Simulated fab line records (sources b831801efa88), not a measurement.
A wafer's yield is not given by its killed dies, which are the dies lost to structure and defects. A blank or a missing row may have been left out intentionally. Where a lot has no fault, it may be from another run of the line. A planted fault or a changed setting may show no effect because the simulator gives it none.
Which of the tools did it? || flow gf180mcu || 24 lots with 72 wafers sampled at 5 steps, on a route of 602 steps

== WHAT THE GAUGES READ, wafer by wafer ==
GF_V3_CD_MEAS_14 targets a cd of 260 nm.
{"lot": "L074", "measured": "day 22 04:59", "on": "cdSem-01", "cdNm (nm)": "259.2 259.2 259.1"}
{"lot": "L075", "measured": "day 22 10:50", "on": "cdSem-01", "cdNm (nm)": "258.5 259.0 258.2"}
{"lot": "L076", "measured": "day 22 20:47", "on": "cdSem-01", "cdNm (nm)": "261.1 261.7 261.8"}
{"lot": "L077", "measured": "day 23 03:19", "on": "cdSem-01", "cdNm (nm)": "259.7 260.2 260.9"}
{"lot": "L078", "measured": "day 23 15:22", "on": "cdSem-02", "cdNm (nm)": "259.4 259.4 259.6"}
{"lot": "L079", "measured": "day 23 23:17", "on": "cdSem-01", "cdNm (nm)": "260.6 261.8 260.2"}
{"lot": "L080", "measured": "day 24 11:05", "on": "cdSem-02", "cdNm (nm)": "258.6 259.4 259.4"}
{"lot": "L081", "measured": "day 25 01:07", "on": "cdSem-01", "cdNm (nm)": "262.1 259.8 260.5"}
{"lot": "L082", "measured": "day 25 01:41", "on": "cdSem-02", "cdNm (nm)": "258.7 258.6 259.2"}
{"lot": "L083", "measured": "day 25 17:00", "on": "cdSem-01", "cdNm (nm)": "260.7 260.7 260.8"}
{"lot": "L084", "measured": "day 25 22:34", "on": "cdSem-01", "cdNm (nm)": "262.0 262.3 262.9"}
{"lot": "L085", "measured": "day 26 06:56", "on": "cdSem-02", "cdNm (nm)": "263.4 262.1 262.9"}
{"lot": "L086", "measured": "day 26 15:25", "on": "cdSem-02", "cdNm (nm)": "258.3 257.7 258.9"}
{"lot": "L087", "measured": "day 26 16:15", "on": "cdSem-01", "cdNm (nm)": "261.0 261.4 261.1"}
{"lot": "L088", "measured": "day 27 01:49", "on": "cdSem-01", "cdNm (nm)": "259.8 260.5 260.5"}
{"lot": "L089", "measured": "day 27 08:48", "on": "cdSem-02", "cdNm (nm)": "260.4 260.6 260.7"}
{"lot": "L090", "measured": "day 27 15:45", "on": "cdSem-02", "cdNm (nm)": "260.7 260.2 260.0"}
{"lot": "L091", "measured": "day 27 22:32", "on": "cdSem-01", "cdNm (nm)": "262.0 260.4 262.1"}
{"lot": "L092", "measured": "day 28 00:48", "on": "cdSem-02", "cdNm (nm)": "259.7 259.8 259.2"}
{"lot": "L093", "measured": "day 28 16:04", "on": "cdSem-01", "cdNm (nm)": "260.2 261.3 260.7"}
{"lot": "L094", "measured": "day 28 20:03", "on": "cdSem-01", "cdNm (nm)": "259.0 259.3 259.1"}
{"lot": "L095", "measured": "day 29 08:02", "on": "cdSem-02", "cdNm (nm)": "261.0 260.5 259.6"}
{"lot": "L096", "measured": "day 29 17:27", "on": "cdSem-01", "cdNm (nm)": "261.0 261.8 260.6"}
{"lot": "L097", "measured": "day 29 19:04", "on": "cdSem-02", "cdNm (nm)": "259.8 259.6 259.6"}

GF_M4_RS_MEAS_05: measurement is done with a four-point probe.
{"lot": "L074", "measured": "day 22 06:44", "on": "filmMetro-04", "M4_ALCU_RS (ohm/sq)": "0.0695 0.0685 0.0691"}
{"lot": "L075", "measured": "day 22 12:37", "on": "filmMetro-04", "M4_ALCU_RS (ohm/sq)": "0.0682 0.0690 0.0682"}
{"lot": "L076", "measured": "day 22 22:33", "on": "filmMetro-02", "M4_ALCU_RS (ohm/sq)": "0.0684 0.0698 0.0699"}
{"lot": "L077", "measured": "day 23 05:03", "on": "filmMetro-02", "M4_ALCU_RS (ohm/sq)": "0.0682 0.0682 0.0693"}
{"lot": "L078", "measured": "day 23 17:05", "on": "filmMetro-04", "M4_ALCU_RS (ohm/sq)": "0.0692 0.0692 0.0700"}
{"lot": "L079", "measured": "day 24 01:01", "on": "filmMetro-04", "M4_ALCU_RS (ohm/sq)": "0.0687 0.0685 0.0695"}
{"lot": "L080", "measured": "day 24 12:53", "on": "filmMetro-04", "M4_ALCU_RS (ohm/sq)": "0.0699 0.0682 0.0703"}
{"lot": "L081", "measured": "day 25 02:51", "on": "filmMetro-01", "M4_ALCU_RS (ohm/sq)": "0.0693 0.0693 0.0692"}
{"lot": "L082", "measured": "day 25 03:29", "on": "filmMetro-02", "M4_ALCU_RS (ohm/sq)": "0.0691 0.0701 0.0695"}
{"lot": "L083", "measured": "day 25 18:44", "on": "filmMetro-01", "M4_ALCU_RS (ohm/sq)": "0.0690 0.0692 0.0691"}
{"lot": "L084", "measured": "day 26 01:06", "on": "filmMetro-02", "M4_ALCU_RS (ohm/sq)": "0.0685 0.0681 0.0676"}
{"lot": "L085", "measured": "day 26 09:21", "on": "filmMetro-01", "M4_ALCU_RS (ohm/sq)": "0.0688 0.0695 0.0704"}
{"lot": "L086", "measured": "day 26 17:11", "on": "filmMetro-04", "M4_ALCU_RS (ohm/sq)": "0.0694 0.0691 0.0684"}
{"lot": "L087", "measured": "day 26 18:02", "on": "filmMetro-04", "M4_ALCU_RS (ohm/sq)": "0.0689 0.0685 0.0689"}
{"lot": "L088", "measured": "day 27 03:34", "on": "filmMetro-04", "M4_ALCU_RS (ohm/sq)": "0.0691 0.0681 0.0690"}
{"lot": "L089", "measured": "day 27 10:50", "on": "filmMetro-02", "M4_ALCU_RS (ohm/sq)": "0.0692 0.0700 0.0700"}
{"lot": "L090", "measured": "day 27 17:29", "on": "filmMetro-02", "M4_ALCU_RS (ohm/sq)": "0.0694 0.0700 0.0698"}
{"lot": "L091", "measured": "day 28 00:16", "on": "filmMetro-01", "M4_ALCU_RS (ohm/sq)": "0.0717 0.0695 0.0705"}
{"lot": "L092", "measured": "day 28 02:32", "on": "filmMetro-01", "M4_ALCU_RS (ohm/sq)": "0.0701 0.0693 0.0705"}
{"lot": "L093", "measured": "day 28 17:49", "on": "filmMetro-04", "M4_ALCU_RS (ohm/sq)": "0.0700 0.0698 0.0686"}
{"lot": "L094", "measured": "day 28 21:47", "on": "filmMetro-01", "M4_ALCU_RS (ohm/sq)": "0.0710 0.0702 0.0707"}
{"lot": "L095", "measured": "day 29 09:46", "on": "filmMetro-04", "M4_ALCU_RS (ohm/sq)": "0.0699 0.0687 0.0692"}
{"lot": "L096", "measured": "day 29 19:11", "on": "filmMetro-02", "M4_ALCU_RS (ohm/sq)": "0.0683 0.0696 0.0691"}
{"lot": "L097", "measured": "day 29 20:48", "on": "filmMetro-04", "M4_ALCU_RS (ohm/sq)": "0.0682 0.0694 0.0695"}

GF_M4_CD_MEAS_14 targets a cd of 280 nm.
{"lot": "L074", "measured": "day 23 05:26", "on": "cdSem-02", "cdNm (nm)": "281.8 280.9 281.7"}
{"lot": "L075", "measured": "day 23 10:59", "on": "cdSem-01", "cdNm (nm)": "278.4 279.5 280.3"}
{"lot": "L076", "measured": "day 23 21:22", "on": "cdSem-01", "cdNm (nm)": "278.8 280.1 279.4"}
{"lot": "L077", "measured": "day 24 03:14", "on": "cdSem-01", "cdNm (nm)": "281.9 281.5 281.8"}
{"lot": "L078", "measured": "day 24 14:54", "on": "cdSem-01", "cdNm (nm)": "280.6 279.7 279.7"}
{"lot": "L079", "measured": "day 24 23:21", "on": "cdSem-01", "cdNm (nm)": "281.5 280.1 280.0"}
{"lot": "L080", "measured": "day 25 10:13", "on": "cdSem-02", "cdNm (nm)": "277.8 277.4 278.7"}
{"lot": "L081", "measured": "day 26 00:02", "on": "cdSem-02", "cdNm (nm)": "281.8 280.6 280.3"}
{"lot": "L082", "measured": "day 26 00:21", "on": "cdSem-01", "cdNm (nm)": "281.6 282.1 280.9"}
{"lot": "L083", "measured": "day 26 15:44", "on": "cdSem-01", "cdNm (nm)": "281.4 281.8 282.0"}
{"lot": "L084", "measured": "day 26 21:38", "on": "cdSem-01", "cdNm (nm)": "281.5 279.8 280.1"}
{"lot": "L085", "measured": "day 27 05:53", "on": "cdSem-02", "cdNm (nm)": "281.1 280.1 281.0"}
{"lot": "L086", "measured": "day 27 12:43", "on": "cdSem-02", "cdNm (nm)": "279.9 281.6 279.7"}
{"lot": "L087", "measured": "day 27 14:04", "on": "cdSem-02", "cdNm (nm)": "282.5 281.2 282.8"}
{"lot": "L088", "measured": "day 27 23:31", "on": "cdSem-01", "cdNm (nm)": "278.2 278.7 279.3"}
{"lot": "L089", "measured": "day 28 06:38", "on": "cdSem-01", "cdNm (nm)": "279.7 279.7 281.2"}
{"lot": "L090", "measured": "day 28 12:50", "on": "cdSem-01", "cdNm (nm)": "279.3 279.0 278.6"}
{"lot": "L091", "measured": "day 28 19:18", "on": "cdSem-01", "cdNm (nm)": "279.5 279.5 279.5"}
{"lot": "L092", "measured": "day 28 20:59", "on": "cdSem-02", "cdNm (nm)": "281.2 281.6 280.6"}
{"lot": "L093", "measured": "day 29 12:51", "on": "cdSem-02", "cdNm (nm)": "279.5 280.3 280.9"}
{"lot": "L094", "measured": "day 29 16:54", "on": "cdSem-02", "cdNm (nm)": "281.0 280.4 282.4"}
{"lot": "L095", "measured": "day 30 04:01", "on": "cdSem-01", "cdNm (nm)": "279.7 280.2 280.7"}
{"lot": "L096", "measured": "day 30 13:25", "on": "cdSem-01", "cdNm (nm)": "281.1 281.3 280.3"}
{"lot": "L097", "measured": "day 30 15:18", "on": "cdSem-01", "cdNm (nm)": "281.9 279.5 278.9"}

== WHAT TOOL EACH LOT RAN ON (gives the tool, then ch and the chambers of the sampled wafers, and finally the start) ==
{"lot": "L074", "GF_M3_SPUTTER_01": "pvdSputter-02, day 20 04:20", "GF_M3_STRIP_17": "plasmaAsher-01 ch 0,1, day 21 05:04"}
{"lot": "L075", "GF_M3_SPUTTER_01": "pvdSputter-03, day 20 10:00", "GF_M3_STRIP_17": "plasmaAsher-04 ch 0,1, day 21 10:12"}
{"lot": "L076", "GF_M3_SPUTTER_01": "pvdSputter-03, day 20 19:59", "GF_M3_STRIP_17": "plasmaAsher-01 ch 1, day 21 20:42"}
{"lot": "L077", "GF_M3_SPUTTER_01": "pvdSputter-03, day 21 02:29", "GF_M3_STRIP_17": "plasmaAsher-01 ch 0,1, day 22 03:00"}
{"lot": "L078", "GF_M3_SPUTTER_01": "pvdSputter-03, day 21 16:12", "GF_M3_STRIP_17": "plasmaAsher-04 ch 0,1, day 22 15:35"}
{"lot": "L079", "GF_M3_SPUTTER_01": "pvdSputter-03, day 21 23:47", "GF_M3_STRIP_17": "plasmaAsher-01 ch 0,1, day 22 23:42"}
{"lot": "L080", "GF_M3_SPUTTER_01": "pvdSputter-04, day 22 12:10", "GF_M3_STRIP_17": "plasmaAsher-03 ch 0,1, day 23 11:30"}
{"lot": "L081", "GF_M3_SPUTTER_01": "pvdSputter-04, day 23 03:20", "GF_M3_STRIP_17": "plasmaAsher-01 ch 0,1, day 24 02:29"}
{"lot": "L082", "GF_M3_SPUTTER_01": "pvdSputter-04, day 23 04:20", "GF_M3_STRIP_17": "plasmaAsher-04 ch 0,1, day 24 03:25"}
{"lot": "L083", "GF_M3_SPUTTER_01": "pvdSputter-02, day 23 19:01", "GF_M3_STRIP_17": "plasmaAsher-03 ch 1, day 24 17:51"}
{"lot": "L084", "GF_M3_SPUTTER_01": "pvdSputter-02, day 24 01:48", "GF_M3_STRIP_17": "plasmaAsher-04 ch 0,1, day 25 00:00"}
{"lot": "L085", "GF_M3_SPUTTER_01": "pvdSputter-04, day 24 10:17", "GF_M3_STRIP_17": "plasmaAsher-01 ch 0,1, day 25 08:20"}
{"lot": "L086", "GF_M3_SPUTTER_01": "pvdSputter-03, day 24 20:00", "GF_M3_STRIP_17": "plasmaAsher-03 ch 0,1, day 25 17:13"}
{"lot": "L087", "GF_M3_SPUTTER_01": "pvdSputter-02, day 24 21:06", "GF_M3_STRIP_17": "plasmaAsher-04 ch 0,1, day 25 18:26"}
{"lot": "L088", "GF_M3_SPUTTER_01": "pvdSputter-02, day 25 06:45", "GF_M3_STRIP_17": "plasmaAsher-03 ch 0,1, day 26 04:11"}
{"lot": "L089", "GF_M3_SPUTTER_01": "pvdSputter-02, day 25 13:57", "GF_M3_STRIP_17": "plasmaAsher-04 ch 0,1, day 26 11:08"}
{"lot": "L090", "GF_M3_SPUTTER_01": "pvdSputter-02, day 25 22:19", "GF_M3_STRIP_17": "plasmaAsher-01 ch 0,1, day 26 18:43"}
{"lot": "L091", "GF_M3_SPUTTER_01": "pvdSputter-03, day 26 05:03", "GF_M3_STRIP_17": "plasmaAsher-03 ch 0,1, day 27 01:44"}
{"lot": "L092", "GF_M3_SPUTTER_01": "pvdSputter-04, day 26 07:24", "GF_M3_STRIP_17": "plasmaAsher-01 ch 0,1, day 27 03:49"}
{"lot": "L093", "GF_M3_SPUTTER_01": "pvdSputter-04, day 26 23:08", "GF_M3_STRIP_17": "plasmaAsher-01 ch 0,1, day 27 18:55"}
{"lot": "L094", "GF_M3_SPUTTER_01": "pvdSputter-04, day 27 03:41", "GF_M3_STRIP_17": "plasmaAsher-03 ch 0,1, day 27 23:52"}
{"lot": "L095", "GF_M3_SPUTTER_01": "pvdSputter-04, day 27 16:50", "GF_M3_STRIP_17": "plasmaAsher-03 ch 0,1, day 28 12:37"}
{"lot": "L096", "GF_M3_SPUTTER_01": "pvdSputter-03, day 28 02:14", "GF_M3_STRIP_17": "plasmaAsher-04 ch 0, day 28 21:05"}
{"lot": "L097", "GF_M3_SPUTTER_01": "pvdSputter-03, day 28 03:39", "GF_M3_STRIP_17": "plasmaAsher-01 ch 1, day 28 22:46"}
- GF_M3_SPUTTER_01: material TiN, target thk 30 nm, time 25 s.
- GF_M3_STRIP_17: strips in O2/N2.

== AS READ BY THE TOOLS THEMSELVES (means over the sampled wafers that have a number; for cases with no such wafer, the mark the record gives instead) ==
GF_M3_SPUTTER_01.
{"lot": "L074", "tool": "pvdSputter-02", "throttleValvePct (%)": 30.8}
{"lot": "L075", "tool": "pvdSputter-03", "throttleValvePct (%)": 30.8}
{"lot": "L076", "tool": "pvdSputter-03", "throttleValvePct (%)": 30.9}
{"lot": "L077", "tool": "pvdSputter-03", "throttleValvePct (%)": 29.8}
{"lot": "L078", "tool": "pvdSputter-03", "throttleValvePct (%)": 30.8}
{"lot": "L079", "tool": "pvdSputter-03", "throttleValvePct (%)": 29.7}
{"lot": "L080", "tool": "pvdSputter-04", "throttleValvePct (%)": 29.5}
{"lot": "L081", "tool": "pvdSputter-04", "throttleValvePct (%)": 29.4}
{"lot": "L082", "tool": "pvdSputter-04", "throttleValvePct (%)": 29.4}
{"lot": "L083", "tool": "pvdSputter-02", "throttleValvePct (%)": 30.5}
{"lot": "L084", "tool": "pvdSputter-02", "throttleValvePct (%)": 30.5}
{"lot": "L085", "tool": "pvdSputter-04", "throttleValvePct (%)": 30.0}
{"lot": "L086", "tool": "pvdSputter-03", "throttleValvePct (%)": 28.7}
{"lot": "L087", "tool": "pvdSputter-02", "throttleValvePct (%)": 30.4}
{"lot": "L088", "tool": "pvdSputter-02", "throttleValvePct (%)": 29.9}
{"lot": "L089", "tool": "pvdSputter-02", "throttleValvePct (%)": 30.6}
{"lot": "L090", "tool": "pvdSputter-02", "throttleValvePct (%)": 30.2}
{"lot": "L091", "tool": "pvdSputter-03", "throttleValvePct (%)": 31.0}
{"lot": "L092", "tool": "pvdSputter-04", "throttleValvePct (%)": 29.6}
{"lot": "L093", "tool": "pvdSputter-04", "throttleValvePct (%)": 29.7}
{"lot": "L094", "tool": "pvdSputter-04", "throttleValvePct (%)": 30.0}
{"lot": "L095", "tool": "pvdSputter-04", "throttleValvePct (%)": 29.2}
{"lot": "L096", "tool": "pvdSputter-03", "throttleValvePct (%)": 30.9}
{"lot": "L097", "tool": "pvdSputter-03", "throttleValvePct (%)": 28.7}

GF_M3_STRIP_17.
{"lot": "L074", "tool": "plasmaAsher-01", "drypumpMotorCurrentA (A)": 5.8, "heaterPowerW (W)": 449, "o2FlowSccm (sccm)": 3009, "oesProductAu (a.u.)": 0.529, "stripTimeToEndpointS (s)": 7.26}
{"lot": "L075", "tool": "plasmaAsher-04", "drypumpMotorCurrentA (A)": 5.9, "heaterPowerW (W)": 295, "o2FlowSccm (sccm)": 2993, "oesProductAu (a.u.)": 0.528, "stripTimeToEndpointS (s)": 7.22}
{"lot": "L076", "tool": "plasmaAsher-01", "drypumpMotorCurrentA (A)": 5.8, "heaterPowerW (W)": 339, "o2FlowSccm (sccm)": 3007, "oesProductAu (a.u.)": 0.530, "stripTimeToEndpointS (s)": 7.26}
{"lot": "L077", "tool": "plasmaAsher-01", "drypumpMotorCurrentA (A)": 5.9, "heaterPowerW (W)": 454, "o2FlowSccm (sccm)": 3003, "oesProductAu (a.u.)": 0.530, "stripTimeToEndpointS (s)": 7.21}
{"lot": "L078", "tool": "plasmaAsher-04", "drypumpMotorCurrentA (A)": 5.9, "heaterPowerW (W)": 293, "o2FlowSccm (sccm)": 2994, "oesProductAu (a.u.)": 0.538, "stripTimeToEndpointS (s)": 7.35}
{"lot": "L079", "tool": "plasmaAsher-01", "drypumpMotorCurrentA (A)": 5.9, "heaterPowerW (W)": 451, "o2FlowSccm (sccm)": 3002, "oesProductAu (a.u.)": 0.533, "stripTimeToEndpointS (s)": 7.35}
{"lot": "L080", "tool": "plasmaAsher-03", "drypumpMotorCurrentA (A)": 5.3, "heaterPowerW (W)": 352, "o2FlowSccm (sccm)": 3010, "oesProductAu (a.u.)": 0.538, "stripTimeToEndpointS (s)": 7.34}
{"lot": "L081", "tool": "plasmaAsher-01", "drypumpMotorCurrentA (A)": 5.9, "heaterPowerW (W)": 445, "o2FlowSccm (sccm)": 2997, "oesProductAu (a.u.)": 0.534, "stripTimeToEndpointS (s)": 7.36}
{"lot": "L082", "tool": "plasmaAsher-04", "drypumpMotorCurrentA (A)": 6.0, "heaterPowerW (W)": 300, "o2FlowSccm (sccm)": 3006, "oesProductAu (a.u.)": 0.529, "stripTimeToEndpointS (s)": 7.26}
{"lot": "L083", "tool": "plasmaAsher-03", "drypumpMotorCurrentA (A)": 5.2, "heaterPowerW (W)": 326, "o2FlowSccm (sccm)": 3008, "oesProductAu (a.u.)": 0.524, "stripTimeToEndpointS (s)": 7.19}
{"lot": "L084", "tool": "plasmaAsher-04", "drypumpMotorCurrentA (A)": 5.9, "heaterPowerW (W)": 294, "o2FlowSccm (sccm)": 2988, "oesProductAu (a.u.)": 0.533, "stripTimeToEndpointS (s)": 7.35}
{"lot": "L085", "tool": "plasmaAsher-01", "drypumpMotorCurrentA (A)": 5.8, "heaterPowerW (W)": 390, "o2FlowSccm (sccm)": 2998, "oesProductAu (a.u.)": 0.539, "stripTimeToEndpointS (s)": 7.29}
{"lot": "L086", "tool": "plasmaAsher-03", "drypumpMotorCurrentA (A)": 5.3, "heaterPowerW (W)": 350, "o2FlowSccm (sccm)": 3008, "oesProductAu (a.u.)": 0.541, "stripTimeToEndpointS (s)": 7.35}
{"lot": "L087", "tool": "plasmaAsher-04", "drypumpMotorCurrentA (A)": 5.9, "heaterPowerW (W)": 296, "o2FlowSccm (sccm)": 3002, "oesProductAu (a.u.)": 0.532, "stripTimeToEndpointS (s)": 7.26}
{"lot": "L088", "tool": "plasmaAsher-03", "drypumpMotorCurrentA (A)": 5.3, "heaterPowerW (W)": 345, "o2FlowSccm (sccm)": 2991, "oesProductAu (a.u.)": 0.535, "stripTimeToEndpointS (s)": 7.31}
{"lot": "L089", "tool": "plasmaAsher-04", "drypumpMotorCurrentA (A)": 5.7, "heaterPowerW (W)": 301, "o2FlowSccm (sccm)": 2996, "oesProductAu (a.u.)": 0.534, "stripTimeToEndpointS (s)": 7.31}
{"lot": "L090", "tool": "plasmaAsher-01", "drypumpMotorCurrentA (A)": 5.9, "heaterPowerW (W)": 447, "o2FlowSccm (sccm)": 2996, "oesProductAu (a.u.)": 0.538, "stripTimeToEndpointS (s)": 7.28}
{"lot": "L091", "tool": "plasmaAsher-03", "drypumpMotorCurrentA (A)": 5.3, "heaterPowerW (W)": 337, "o2FlowSccm (sccm)": 2993, "oesProductAu (a.u.)": 0.536, "stripTimeToEndpointS (s)": 7.32}
{"lot": "L092", "tool": "plasmaAsher-01", "drypumpMotorCurrentA (A)": 5.9, "heaterPowerW (W)": 444, "o2FlowSccm (sccm)": 2996, "oesProductAu (a.u.)": 0.538, "stripTimeToEndpointS (s)": 7.33}
{"lot": "L093", "tool": "plasmaAsher-01", "drypumpMotorCurrentA (A)": 5.9, "heaterPowerW (W)": 448, "o2FlowSccm (sccm)": 3000, "oesProductAu (a.u.)": 0.530, "stripTimeToEndpointS (s)": 7.25}
{"lot": "L094", "tool": "plasmaAsher-03", "drypumpMotorCurrentA (A)": 5.3, "heaterPowerW (W)": 344, "o2FlowSccm (sccm)": 3014, "oesProductAu (a.u.)": 0.534, "stripTimeToEndpointS (s)": 7.24}
{"lot": "L095", "tool": "plasmaAsher-03", "drypumpMotorCurrentA (A)": 5.3, "heaterPowerW (W)": 344, "o2FlowSccm (sccm)": 2999, "oesProductAu (a.u.)": 0.533, "stripTimeToEndpointS (s)": 7.30}
{"lot": "L096", "tool": "plasmaAsher-04", "drypumpMotorCurrentA (A)": 5.5, "heaterPowerW (W)": 302, "o2FlowSccm (sccm)": 2998, "oesProductAu (a.u.)": 0.537, "stripTimeToEndpointS (s)": 7.31}
{"lot": "L097", "tool": "plasmaAsher-01", "drypumpMotorCurrentA (A)": 5.7, "heaterPowerW (W)": 334, "o2FlowSccm (sccm)": 3004, "oesProductAu (a.u.)": 0.530, "stripTimeToEndpointS (s)": 7.31}

== THE ANSWER, worked out from the rows above alone ==
Rule: the lots themselves supply what counts as usual. The widest of any qualifying gaps counts: lots, ordered by their means at a reading, are off when they make up no more than a third of the lots, leave a main group of 4 or more, and stand apart from it by 3 or more times the standard deviation of that group's means. If all means in a main group match to the digits the tables above print for the reading, that group is not used. Also off: a lot with no number at a reading for which 4 or more lots have one. Any other lot the step has rows for is counted as sound. The gauges are gone through in route order, then the tools' own readings, and for those a lot's mean is taken as printed above. The first step at which some lot is off is used, and at that step the reading that is off furthest; a lot without a number counts as furthest.
No lot is off at any reading shown: from this, nothing can be told.

== WHAT WAS PUT IN BY THE SIMULATOR ==
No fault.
